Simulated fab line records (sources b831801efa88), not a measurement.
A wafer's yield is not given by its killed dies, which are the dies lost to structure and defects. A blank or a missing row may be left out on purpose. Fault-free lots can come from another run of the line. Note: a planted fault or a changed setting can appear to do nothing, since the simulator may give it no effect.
Which tool did it? + flow sky130 + 13 lots with 39 wafers sampled at 4 steps, on a route of 708 steps

WHAT THE GAUGES SHOWED, per wafer
SKY_METAL1_CD_MEAS_15: target cd 140 nm. Usual: cd nm at 139.7 nm, with a standard deviation of 1.2.
| lot  | measured     | on        | cd nm (nm)        | flag |
|------|--------------|-----------|-------------------|------|
| L805 | day 33 06:38 | cd sem-02 | 139.5 139.1 139.2 |      |
| L806 | day 33 11:03 | cd sem-02 | 138.1 137.4 138.7 |      |
| L807 | day 33 19:06 | cd sem-01 | 139.4 141.5 141.3 |      |
| L809 | day 34 13:05 | cd sem-01 | 139.8 138.0 138.5 |      |
| L811 | day 35 22:50 | cd sem-01 | 139.7 140.3 141.2 |      |
| L812 | day 36 15:04 | cd sem-02 | 138.9 139.1 138.7 |      |
| L813 | day 36 16:10 | cd sem-02 | 139.2 138.5 140.9 |      |
| L814 | day 37 01:16 | cd sem-02 | 138.9 138.0 138.0 |      |
| L816 | day 37 14:09 | cd sem-02 | 142.3 139.9 138.7 |      |
| L817 | day 37 15:13 | cd sem-01 | 137.9 137.1 137.6 |      |
| L819 | day 37 23:49 | cd sem-01 | 141.5 141.6 140.7 |      |
| L821 | day 38 04:47 | cd sem-01 | 138.1 139.3 138.0 |      |
| L825 | day 39 14:43 | cd sem-02 | 138.9 139.3 138.5 |      |

SKY_VIA1_RS_MEAS_22: the measuring method here is four-point-probe. Usual: VIA1_W_RS gives 0.425 ohm/sq (standard deviation 0.0045).
| lot  | measured     | on            | VIA1_W_RS (ohm/sq) | flag |
|------|--------------|---------------|--------------------|------|
| L805 | day 34 10:36 | film metro-03 | 0.423 0.416 0.420  |      |
| L806 | day 34 14:26 | film metro-04 | 0.425 0.431 0.422  |      |
| L807 | day 34 22:27 | film metro-02 | 0.426 0.427 0.422  |      |
| L809 | day 35 17:36 | film metro-02 | 0.435 0.435 0.429  |      |
| L811 | day 37 02:58 | film metro-04 | 0.424 0.428 0.429  |      |
| L812 | day 37 19:02 | film metro-03 | 0.426 0.425 0.424  |      |
| L813 | day 37 20:09 | film metro-02 | 0.423 0.427 0.430  |      |
| L814 | day 38 04:47 | film metro-04 | 0.422 0.425 0.427  |      |
| L816 | day 38 18:12 | film metro-04 | 0.423 0.419 0.431  |      |
| L817 | day 38 18:26 | film metro-03 | 0.426 0.426 0.427  |      |
| L819 | day 39 03:04 | film metro-04 | 0.429 0.424 0.427  |      |
| L821 | day 39 07:59 | film metro-02 | 0.416 0.423 0.422  |      |
| L825 | day 40 17:38 | film metro-03 | 0.421 0.425 0.428  |      |

SKY_METAL2_OVL_MEAS_16. Usual: METAL2_OVL gives -1 nm (standard deviation 5.5).
| lot  | measured     | on         | METAL2_OVL (nm) | flag |
|------|--------------|------------|-----------------|------|
| L805 | day 35 13:53 | overlay-01 | -5 -5 -1        |      |
| L806 | day 35 17:32 | overlay-01 | 7 0 -3          |      |
| L807 | day 36 01:16 | overlay-01 | -3 -12 -6       |      |
| L809 | day 36 20:58 | overlay-01 | -5 -6 1         |      |
| L811 | day 38 05:00 | overlay-01 | -6 -2 3         |      |
| L812 | day 38 20:46 | overlay-01 | 1 0 4           |      |
| L813 | day 38 22:23 | overlay-02 | -1 0 1          |      |
| L814 | day 39 06:26 | overlay-02 | -8 -2 -6        |      |
| L816 | day 39 19:44 | overlay-01 | 3 15 2          |      |
| L817 | day 39 19:47 | overlay-02 | -1 4 5          |      |
| L819 | day 40 04:52 | overlay-02 | -7 0 -6         |      |
| L821 | day 40 10:23 | overlay-02 | -4 -2 -3        |      |
| L825 | day 41 18:20 | overlay-01 | 1 11 1          |      |

EACH LOT AND THE TOOL THAT RAN IT (in order: tool; ch and the chambers of the sampled wafers; start)
| lot  | SKY_METAL2_SPUTTER_02        |
|------|------------------------------|
| L805 | pvd sputter-04, day 34 11:07 |
| L806 | pvd sputter-01, day 34 14:58 |
| L807 | pvd sputter-03, day 34 22:59 |
| L809 | pvd sputter-01, day 35 18:06 |
| L811 | pvd sputter-03, day 37 03:28 |
| L812 | pvd sputter-04, day 37 19:31 |
| L813 | pvd sputter-04, day 37 20:41 |
| L814 | pvd sputter-03, day 38 05:18 |
| L816 | pvd sputter-04, day 38 18:44 |
| L817 | pvd sputter-03, day 38 18:54 |
| L819 | pvd sputter-01, day 39 03:53 |
| L821 | pvd sputter-03, day 39 08:28 |
| L825 | pvd sputter-01, day 40 19:17 |
- SKY_METAL2_SPUTTER_02: material AlCu, target thk 250 nm, time 13.3 s.

AS READ BY THE TOOLS THEMSELVES (means over the sampled wafers that have a number; for cases with no such wafer, the mark the record gives instead)
SKY_METAL2_SPUTTER_02. Usual: cathode dc power W 10600 W, standard deviation 2; chamber pressure pa 0.4000 Pa, standard deviation 0.0012; throttle valve pct 29.6 %, standard deviation 0.79.
| lot  | tool           | cathode dc power W (W) | chamber pressure pa (Pa) | throttle valve pct (%) | flag |
|------|----------------|------------------------|--------------------------|------------------------|------|
| L805 | pvd sputter-04 | 10599                  | 0.3996                   | 30.4                   |      |
| L806 | pvd sputter-01 | 10601                  | 0.3993                   | 29.1                   |      |
| L807 | pvd sputter-03 | 10600                  | 0.4001                   | 29.7                   |      |
| L809 | pvd sputter-01 | 10600                  | 0.4003                   | 29.8                   |      |
| L811 | pvd sputter-03 | 10599                  | 0.4013                   | 29.7                   |      |
| L812 | pvd sputter-04 | 10602                  | 0.4009                   | 29.9                   |      |
| L813 | pvd sputter-04 | 10600                  | 0.4003                   | 29.3                   |      |
| L814 | pvd sputter-03 | 10600                  | 0.4003                   | 29.5                   |      |
| L816 | pvd sputter-04 | 10601                  | 0.3994                   | 30.5                   |      |
| L817 | pvd sputter-03 | 10599                  | 0.3790                   | 30.3                   | OFF  |
| L819 | pvd sputter-01 | 10600                  | 0.4005                   | 29.4                   |      |
| L821 | pvd sputter-03 | 10599                  | 0.3595                   | 31.0                   | OFF  |
| L825 | pvd sputter-01 | 10600                  | 0.4000                   | 28.9                   |      |

THE ANSWER, worked out from the rows above alone
Rule: take the mean of a lot's wafers that have a number; if it is more than 3 standard deviations from the usual mean, the lot is off. Also off: a lot with no number at a reading for which 4 or more lots have one. All remaining lots with rows at the step are treated as sound. After the gauges, taken in route order, come the tools' own readings; for these a lot's mean is taken, as printed above. At the first step where some lot is off, the reading lying furthest off is the one used; lots without a number count as furthest.
Off, at SKY_METAL2_SPUTTER_02 on chamber pressure pa: L817, L821.
A tool fits if, at that step or a process step before it, it ran every lot that is off, and no sound lot after the first of them. One fits: SKY_METAL2_SPUTTER_02 on pvd sputter-03. Its last sound lot is L814 (day 38 05:18), its first lot that is off L817 (day 38 18:54): a fault that began between those two fits.
On the lots that are off, the tool's own readings at SKY_METAL2_SPUTTER_02 differ by more than 5 times the standard deviation of the sound lots' means, which bears it out; chamber pressure pa reads 0.3692 Pa there versus 0.4002 Pa on the sound lots.

WHAT WAS PUT IN BY THE SIMULATOR
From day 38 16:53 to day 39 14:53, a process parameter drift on pvd sputter-03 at SKY_METAL2_SPUTTER_02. Setting chamber pressure pa, moved by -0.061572, from 0.4. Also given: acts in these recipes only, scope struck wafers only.
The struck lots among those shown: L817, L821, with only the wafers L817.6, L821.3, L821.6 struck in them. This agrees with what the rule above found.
